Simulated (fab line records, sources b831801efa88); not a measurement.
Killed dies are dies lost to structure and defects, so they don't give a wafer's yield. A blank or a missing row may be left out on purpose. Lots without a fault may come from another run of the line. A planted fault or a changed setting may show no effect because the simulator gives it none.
Problem report in the 8D (eight disciplines) form, filled by code | flow gf180mcu | the parts of the form that need people (team, actions taken, sign-off) are left out

1. THE PROBLEM
LVPWELL_TW at GF_LVPWELL_TW_MEAS_11 reads a mean of 535 on 6 wafers of 2 lots; wafers without a fault read 558 with a standard deviation of 3. That is -7.7 standard deviations from the usual mean.
First seen on wafer L509.1, day 7 09:11, on film_metro-03. The record holds 36 wafers of 12 lots with a number at this step. Rule for "out", or "out of limits": more than 4 standard deviations from the usual mean. The other wafers with a number count as sound.

2. WHAT IT IS AND WHAT IT IS NOT
question                    | is                           | is not
which readings at this step | LVPWELL_TW                   | -
which lots                  | L509, L510                   | L494, L495, L496, L497, L498, L499, L500, L502, L506, L512
which wafers of those lots  | all that have a number       | -
read on which gauges        | film_metro-03, film_metro-04 | film_metro-01
when                        | from day 7 09:11             | up to then (27 sound wafers); but 3 sound wafers of L512 came after

3. SUSPECTS, AND WHAT RULES EACH OUT
Counting: a tool at a process step up to the reading stays a suspect if it ran every lot that is out and no sound lot after the first of them.
- the gauge at GF_LVPWELL_TW_MEAS_11: ruled out. The wafers that are out were read on 2 gauges (film_metro-03, film_metro-04).
- plasma_asher-02 at GF_STI_STRIP_15 (strips in O2/N2): kept. It ran every lot that is out, first L509 (day 5 07:10), and no sound lot after that; its last sound lot up to then is L506 (day 4 15:49).
- implanter-04 at GF_LVPWELL_IMPLANT_08: kept. It ran every lot that is out, first L509 (day 7 08:47), and no sound lot after that; its last sound lot up to then is L506 (day 6 16:20). Its own readings are out on those wafers: dose_ions_cm2, faraday_current_uA.
Left after counting: plasma_asher-02 at GF_STI_STRIP_15, implanter-04 at GF_LVPWELL_IMPLANT_08.

4. THE CAUSE (what the simulator had put in)
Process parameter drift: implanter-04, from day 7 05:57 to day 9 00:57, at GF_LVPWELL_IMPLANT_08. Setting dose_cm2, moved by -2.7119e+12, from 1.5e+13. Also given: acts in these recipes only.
Counting left 2 suspects, and this tool is among them.

5. THE CHAIN OF EFFECTS, in route order
Each row: a reading whose mean over the struck wafers that have a number lies more than 3 standard deviations from the usual. Only readings for which the record gives a usual standard deviation are gone through. hours: the time from each lot's start at the first step in this table that gives one to its start at this step, as a median over the lots. sigmas: the change in usual standard deviations.
hours | step                     | reading            | usual         | on struck wafers | change      | sigmas
0     | GF_LVPWELL_IMPLANT_08    | dose_ions_cm2      | 1.5004e+13    | 1.2286e+13       | -2.7178e+12 | -99 or more
0     | GF_LVPWELL_IMPLANT_08    | faraday_current_uA | 84.6          | 68.5             | -16.1       | -10
0     | GF_LVPWELL_TW_MEAS_11    | LVPWELL_TW         | 558           | 535              | -23         | -7.7
107   | GF_VT_IMPLANT_RS_MEAS_48 | LVPWELL_RS         | 1195.6 ohm/sq | 1315.0           | +119.4      | +40
The process steps in it:
- GF_LVPWELL_IMPLANT_08

6. WHAT WOULD HAVE CAUGHT IT SOONER
In this record the first reading out of limits at a measuring or inspecting step was taken at day 7 09:11, 3 hours after the fault began at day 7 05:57.
The tool's own readings at GF_LVPWELL_IMPLANT_08 were out on every struck wafer that the step has a row for (dose_ions_cm2, faraday_current_uA): an alarm limit on them would have fired on the first of those.
Of the lots that are out (2), L510 began GF_LVPWELL_IMPLANT_08 on implanter-04 after day 7 09:11. A hold on the tool at that time would have spared it.
